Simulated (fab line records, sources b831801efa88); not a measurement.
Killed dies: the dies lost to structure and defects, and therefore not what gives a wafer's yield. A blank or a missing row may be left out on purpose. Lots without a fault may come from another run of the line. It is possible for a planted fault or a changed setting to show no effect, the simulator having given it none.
The tool behind it: which one? | flow sfqLine | at 1 step of a route of 325, 13 lots with 39 wafers sampled

== WHAT EACH GAUGE READ, for each wafer ==
The record holds no reading of a measuring or inspecting step that can be judged against a usual standard deviation.

== EACH LOT AND THE TOOL THAT RAN IT (in order: tool; ch and the chambers of the sampled wafers; start) ==
lot  | SFQ_TRILAYER_I5_ETCH_VIA_ETCH_147
L578 | rieDiel-01 ch 0,1, day 61 15:03
L580 | rieDiel-02 ch 2,3, day 62 03:03
L581 | rieDiel-01 ch 0,1, day 62 05:04
L582 | rieDiel-01 ch 0,1,3, day 71 06:54
L583 | rieDiel-01 ch 0,2,3, day 71 14:06
L587 | rieDiel-01 ch 0,3, day 73 05:36
L593 | rieDiel-03 ch 0,1, day 74 04:24
L594 | rieDiel-03 ch 0,2,3, day 74 08:00
L595 | rieDiel-02 ch 0,1,3, day 74 10:24
L597 | rieDiel-03 ch 0,1, day 74 15:12
L598 | rieDiel-03 ch 0,1,3, day 74 23:36
L599 | rieDiel-03 ch 0,1,2, day 75 02:00
L601 | rieDiel-03 ch 0,1, day 75 11:36
- SFQ_TRILAYER_I5_ETCH_VIA_ETCH_147: etches the open film in CHF3, stops on Nb, target depth 360 nm.

== AS READ BY THE TOOLS THEMSELVES (means over the sampled wafers that have a number; for cases with no such wafer, the mark the record gives instead) ==
SFQ_TRILAYER_I5_ETCH_VIA_ETCH_147. Usual: chamberPressureMTorr 30.00 mTorr, standard deviation 0.031; drypumpMotorCurrentA 5.8 A, standard deviation 0.45; oesProductAu 0.989 a.u., standard deviation 0.008; rfFwdPowerW 498.7 W, standard deviation 1.5.
lot  | tool       | chamberPressureMTorr (mTorr) | drypumpMotorCurrentA (A) | oesProductAu (a.u.) | rfFwdPowerW (W) | flag
L578 | rieDiel-01 | 30.03                        | 5.8                      | 0.995               | 498.8           | 
L580 | rieDiel-02 | 29.97                        | 5.7                      | 0.979               | 499.3           | 
L581 | rieDiel-01 | 30.00                        | 5.8                      | 0.996               | 498.8           | 
L582 | rieDiel-01 | 29.98                        | 5.6                      | 0.993               | 499.8           | 
L583 | rieDiel-01 | 30.02                        | 5.7                      | 0.989               | 497.2           | 
L587 | rieDiel-01 | 30.01                        | 5.6                      | 0.989               | 470.4           | OFF
L593 | rieDiel-03 | 30.00                        | 5.8                      | 0.982               | 498.6           | 
L594 | rieDiel-03 | 30.00                        | 6.4                      | 0.993               | 499.7           | 
L595 | rieDiel-02 | 30.05                        | 5.3                      | 0.984               | 499.4           | 
L597 | rieDiel-03 | 29.98                        | 5.8                      | 0.988               | 499.1           | 
L598 | rieDiel-03 | 30.00                        | 5.9                      | 0.985               | 499.1           | 
L599 | rieDiel-03 | 30.01                        | 6.0                      | 0.987               | 497.6           | 
L601 | rieDiel-03 | 29.99                        | 5.5                      | 0.990               | 498.2           | 

== THE ANSWER, worked out from the rows above alone ==
Rule: lot off if the mean of its wafers having a number is beyond 3 standard deviations from the usual mean. Also off: a lot with no number at a reading for which 4 or more lots have one. All remaining lots with rows at the step are treated as sound. Order of review: gauges by route order, followed by the tools' own readings, for which a lot's mean as printed above is used. At the first step where some lot is off, the reading lying furthest off is the one used; lots without a number count as furthest.
Off: L587 (SFQ_TRILAYER_I5_ETCH_VIA_ETCH_147, rfFwdPowerW).
A tool fits if, at that step or a process step before it, it ran every lot that is off, and no sound lot after the first of them. One fits: SFQ_TRILAYER_I5_ETCH_VIA_ETCH_147 on rieDiel-01. Its last sound lot is L583 (day 71 14:06), its first lot that is off L587 (day 73 05:36): a fault that began between those two fits.
On the lots that are off, the tool's own readings at SFQ_TRILAYER_I5_ETCH_VIA_ETCH_147 differ by more than 5 times the standard deviation of the sound lots' means, which bears it out; rfFwdPowerW reads 470.4 W there versus 498.8 W on the sound lots.

== WHAT THE SIMULATOR HAD PUT IN ==
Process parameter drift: rieDiel-01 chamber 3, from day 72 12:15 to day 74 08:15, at SFQ_TRILAYER_I5_ETCH_VIA_ETCH_147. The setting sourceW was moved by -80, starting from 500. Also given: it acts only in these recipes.
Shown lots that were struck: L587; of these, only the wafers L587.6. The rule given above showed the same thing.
